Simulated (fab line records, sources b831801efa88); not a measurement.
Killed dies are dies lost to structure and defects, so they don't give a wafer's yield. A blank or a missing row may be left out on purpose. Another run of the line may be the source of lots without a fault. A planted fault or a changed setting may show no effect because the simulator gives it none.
A sampling plan put to the test || flow sky130 || one line in one fab, 22 faults in these records, each fault weighed on the records of the lots it struck
The plan is the line's own looks: the steps of the route at which a gauge or an inspection reads the wafer and doesn't change it. A look is open to judgement when struck wafers have a number at it and the file gives its usual mean and standard deviation on fault-free wafers. Caught: 4 or more of those standard deviations (sigma) separate the usual mean from the mean of the struck wafers at a look after the fault's first step. On the tool: here the same test is run on the tool's own readings at the fault's steps. A different recipe on the struck wafers counts as caught too, as does a record blank only for those wafers.

== THE FAULTS, as the simulator had put them in ==
1. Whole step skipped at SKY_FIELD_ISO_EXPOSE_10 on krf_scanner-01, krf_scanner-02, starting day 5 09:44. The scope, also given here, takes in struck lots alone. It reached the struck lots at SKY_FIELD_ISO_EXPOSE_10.
2. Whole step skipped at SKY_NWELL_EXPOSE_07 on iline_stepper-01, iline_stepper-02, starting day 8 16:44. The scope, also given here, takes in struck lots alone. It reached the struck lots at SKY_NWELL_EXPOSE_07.
3. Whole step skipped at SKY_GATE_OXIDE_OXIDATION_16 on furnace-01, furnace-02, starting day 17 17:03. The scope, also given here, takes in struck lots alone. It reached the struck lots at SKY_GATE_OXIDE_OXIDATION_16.
4. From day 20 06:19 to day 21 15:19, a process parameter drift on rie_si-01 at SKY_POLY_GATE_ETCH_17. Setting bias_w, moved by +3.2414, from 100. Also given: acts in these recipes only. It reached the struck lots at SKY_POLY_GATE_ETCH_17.
5. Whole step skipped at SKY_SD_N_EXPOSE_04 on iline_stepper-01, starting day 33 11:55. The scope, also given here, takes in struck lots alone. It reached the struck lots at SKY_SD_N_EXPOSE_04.
6. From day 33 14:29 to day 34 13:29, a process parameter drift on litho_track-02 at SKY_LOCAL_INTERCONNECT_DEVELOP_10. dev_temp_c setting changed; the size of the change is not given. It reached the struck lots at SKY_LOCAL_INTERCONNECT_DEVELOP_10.
7. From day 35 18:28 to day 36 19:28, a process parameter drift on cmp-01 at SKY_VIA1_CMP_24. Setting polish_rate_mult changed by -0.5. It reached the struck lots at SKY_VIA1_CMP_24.
8. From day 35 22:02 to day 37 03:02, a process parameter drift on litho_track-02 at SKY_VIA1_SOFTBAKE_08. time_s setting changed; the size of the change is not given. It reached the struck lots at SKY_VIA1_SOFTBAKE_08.
9. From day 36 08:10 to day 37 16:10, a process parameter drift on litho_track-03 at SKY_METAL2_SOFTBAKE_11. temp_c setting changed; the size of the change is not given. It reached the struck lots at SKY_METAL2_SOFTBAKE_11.
10. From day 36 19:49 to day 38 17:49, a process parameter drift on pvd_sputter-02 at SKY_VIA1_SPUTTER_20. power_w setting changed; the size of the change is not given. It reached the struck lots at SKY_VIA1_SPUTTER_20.
11. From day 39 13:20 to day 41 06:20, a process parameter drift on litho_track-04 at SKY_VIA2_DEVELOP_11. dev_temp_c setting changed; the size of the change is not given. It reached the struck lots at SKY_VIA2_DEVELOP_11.
12. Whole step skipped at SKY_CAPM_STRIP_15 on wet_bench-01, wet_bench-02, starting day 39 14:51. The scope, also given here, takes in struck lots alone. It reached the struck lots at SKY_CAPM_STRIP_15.
13. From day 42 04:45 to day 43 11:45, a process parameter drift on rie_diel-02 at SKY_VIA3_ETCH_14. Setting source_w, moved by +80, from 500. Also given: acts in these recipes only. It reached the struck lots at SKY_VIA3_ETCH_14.
14. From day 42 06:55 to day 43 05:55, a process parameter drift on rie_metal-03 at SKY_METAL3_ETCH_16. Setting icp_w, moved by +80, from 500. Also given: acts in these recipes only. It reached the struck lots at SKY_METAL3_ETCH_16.
15. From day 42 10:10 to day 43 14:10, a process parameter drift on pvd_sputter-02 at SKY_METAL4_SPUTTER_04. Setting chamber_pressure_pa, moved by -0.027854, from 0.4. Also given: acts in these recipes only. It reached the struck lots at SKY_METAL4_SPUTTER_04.
16. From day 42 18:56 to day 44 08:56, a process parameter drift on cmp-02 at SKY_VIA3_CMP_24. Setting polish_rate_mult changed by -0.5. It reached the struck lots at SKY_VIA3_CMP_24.
17. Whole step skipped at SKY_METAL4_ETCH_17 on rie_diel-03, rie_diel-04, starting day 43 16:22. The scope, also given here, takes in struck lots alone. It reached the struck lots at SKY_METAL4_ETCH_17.
18. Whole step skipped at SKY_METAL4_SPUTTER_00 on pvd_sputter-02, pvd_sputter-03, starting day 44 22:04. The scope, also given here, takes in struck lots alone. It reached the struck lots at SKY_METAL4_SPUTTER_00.
19. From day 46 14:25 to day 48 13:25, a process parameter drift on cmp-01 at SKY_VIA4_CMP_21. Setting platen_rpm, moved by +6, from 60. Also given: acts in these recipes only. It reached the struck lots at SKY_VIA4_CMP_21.
20. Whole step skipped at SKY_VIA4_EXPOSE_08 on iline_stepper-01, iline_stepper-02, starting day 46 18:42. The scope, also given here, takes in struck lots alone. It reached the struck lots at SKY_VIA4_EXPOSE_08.
21. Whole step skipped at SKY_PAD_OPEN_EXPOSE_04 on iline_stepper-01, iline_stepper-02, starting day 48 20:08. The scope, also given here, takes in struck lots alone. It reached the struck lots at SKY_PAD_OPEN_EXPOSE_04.
22. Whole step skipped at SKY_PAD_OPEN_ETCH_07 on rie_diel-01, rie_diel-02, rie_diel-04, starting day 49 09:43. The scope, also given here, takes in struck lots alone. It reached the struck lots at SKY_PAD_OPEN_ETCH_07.

== WHAT THE PLAN SAW ==
{"fault": 1, "on the tool itself": "no reading that can be judged", "first look that catches it": "not the one look that can be judged after it", "reading, sigma": "-", "median hours from its first step to that look": "-", "hours from the fault's start to the first struck lot there": "-", "judged looks passed uncaught": 1}
{"fault": 2, "on the tool itself": "no reading that can be judged", "first look that catches it": "no look after it can be judged", "reading, sigma": "-", "median hours from its first step to that look": "-", "hours from the fault's start to the first struck lot there": "-", "judged looks passed uncaught": 0}
{"fault": 3, "on the tool itself": "the tool's record is blank for the struck wafers", "first look that catches it": "no look after it can be judged", "reading, sigma": "-", "median hours from its first step to that look": "-", "hours from the fault's start to the first struck lot there": "-", "judged looks passed uncaught": 0}
{"fault": 4, "on the tool itself": "bias_w +10 sigma", "first look that catches it": "no look after it can be judged", "reading, sigma": "-", "median hours from its first step to that look": "-", "hours from the fault's start to the first struck lot there": "-", "judged looks passed uncaught": 0}
{"fault": 5, "on the tool itself": "no reading that can be judged", "first look that catches it": "not the one look that can be judged after it", "reading, sigma": "-", "median hours from its first step to that look": "-", "hours from the fault's start to the first struck lot there": "-", "judged looks passed uncaught": 1}
{"fault": 6, "on the tool itself": "developer_temp_C -9.0 sigma", "first look that catches it": "no look after it can be judged", "reading, sigma": "-", "median hours from its first step to that look": "-", "hours from the fault's start to the first struck lot there": "-", "judged looks passed uncaught": 0}
{"fault": 7, "on the tool itself": "overpolish_run_s -99 or beyond sigma", "first look that catches it": "no look after it can be judged", "reading, sigma": "-", "median hours from its first step to that look": "-", "hours from the fault's start to the first struck lot there": "-", "judged looks passed uncaught": 0}
{"fault": 8, "on the tool itself": "run_length_s -99 or beyond sigma", "first look that catches it": "not the one look that can be judged after it", "reading, sigma": "-", "median hours from its first step to that look": "-", "hours from the fault's start to the first struck lot there": "-", "judged looks passed uncaught": 1}
{"fault": 9, "on the tool itself": "plate_temp_C +8.6 sigma", "first look that catches it": "no look after it can be judged", "reading, sigma": "-", "median hours from its first step to that look": "-", "hours from the fault's start to the first struck lot there": "-", "judged looks passed uncaught": 0}
{"fault": 10, "on the tool itself": "cathode_dc_power_W -99 or beyond sigma", "first look that catches it": "no look after it can be judged", "reading, sigma": "-", "median hours from its first step to that look": "-", "hours from the fault's start to the first struck lot there": "-", "judged looks passed uncaught": 0}
{"fault": 11, "on the tool itself": "developer_temp_C +5.4 sigma", "first look that catches it": "no look after it can be judged", "reading, sigma": "-", "median hours from its first step to that look": "-", "hours from the fault's start to the first struck lot there": "-", "judged looks passed uncaught": 0}
{"fault": 12, "on the tool itself": "the tool's record is blank for the struck wafers", "first look that catches it": "no look after it can be judged", "reading, sigma": "-", "median hours from its first step to that look": "-", "hours from the fault's start to the first struck lot there": "-", "judged looks passed uncaught": 0}
{"fault": 13, "on the tool itself": "rf_fwd_power_W +42 sigma", "first look that catches it": "not the one look that can be judged after it", "reading, sigma": "-", "median hours from its first step to that look": "-", "hours from the fault's start to the first struck lot there": "-", "judged looks passed uncaught": 1}
{"fault": 14, "on the tool itself": "rf_fwd_power_W +47 sigma", "first look that catches it": "not the one look that can be judged after it", "reading, sigma": "-", "median hours from its first step to that look": "-", "hours from the fault's start to the first struck lot there": "-", "judged looks passed uncaught": 1}
{"fault": 15, "on the tool itself": "chamber_pressure_pa -36 sigma", "first look that catches it": "no look after it can be judged", "reading, sigma": "-", "median hours from its first step to that look": "-", "hours from the fault's start to the first struck lot there": "-", "judged looks passed uncaught": 0}
{"fault": 16, "on the tool itself": "overpolish_run_s -99 or beyond sigma", "first look that catches it": "no look after it can be judged", "reading, sigma": "-", "median hours from its first step to that look": "-", "hours from the fault's start to the first struck lot there": "-", "judged looks passed uncaught": 0}
{"fault": 17, "on the tool itself": "the tool's record is blank for the struck wafers", "first look that catches it": "no look after it can be judged", "reading, sigma": "-", "median hours from its first step to that look": "-", "hours from the fault's start to the first struck lot there": "-", "judged looks passed uncaught": 0}
{"fault": 18, "on the tool itself": "the tool's record is blank for the struck wafers", "first look that catches it": "no look after it can be judged", "reading, sigma": "-", "median hours from its first step to that look": "-", "hours from the fault's start to the first struck lot there": "-", "judged looks passed uncaught": 0}
{"fault": 19, "on the tool itself": "platen_rpm +99 or beyond sigma", "first look that catches it": "no look after it can be judged", "reading, sigma": "-", "median hours from its first step to that look": "-", "hours from the fault's start to the first struck lot there": "-", "judged looks passed uncaught": 0}
{"fault": 20, "on the tool itself": "no reading that can be judged", "first look that catches it": "no look after it can be judged", "reading, sigma": "-", "median hours from its first step to that look": "-", "hours from the fault's start to the first struck lot there": "-", "judged looks passed uncaught": 0}
{"fault": 21, "on the tool itself": "no reading that can be judged", "first look that catches it": "no look after it can be judged", "reading, sigma": "-", "median hours from its first step to that look": "-", "hours from the fault's start to the first struck lot there": "-", "judged looks passed uncaught": 0}
{"fault": 22, "on the tool itself": "the tool's record is blank for the struck wafers", "first look that catches it": "no look after it can be judged", "reading, sigma": "-", "median hours from its first step to that look": "-", "hours from the fault's start to the first struck lot there": "-", "judged looks passed uncaught": 0}
A dash: the fault is not caught, or the number is missing from these records.

Caught at a look: 0 of 22. Caught on the tool: 17 of 22. By one or the other: 17 of 22.
On the tool alone, faults 3, 4, 6, 7, 8, 9, 10, 11, 12, 13, 14, 15, 16, 17, 18, 19, 22 were caught.
Caught by neither: faults 1, 2, 5, 20, 21.
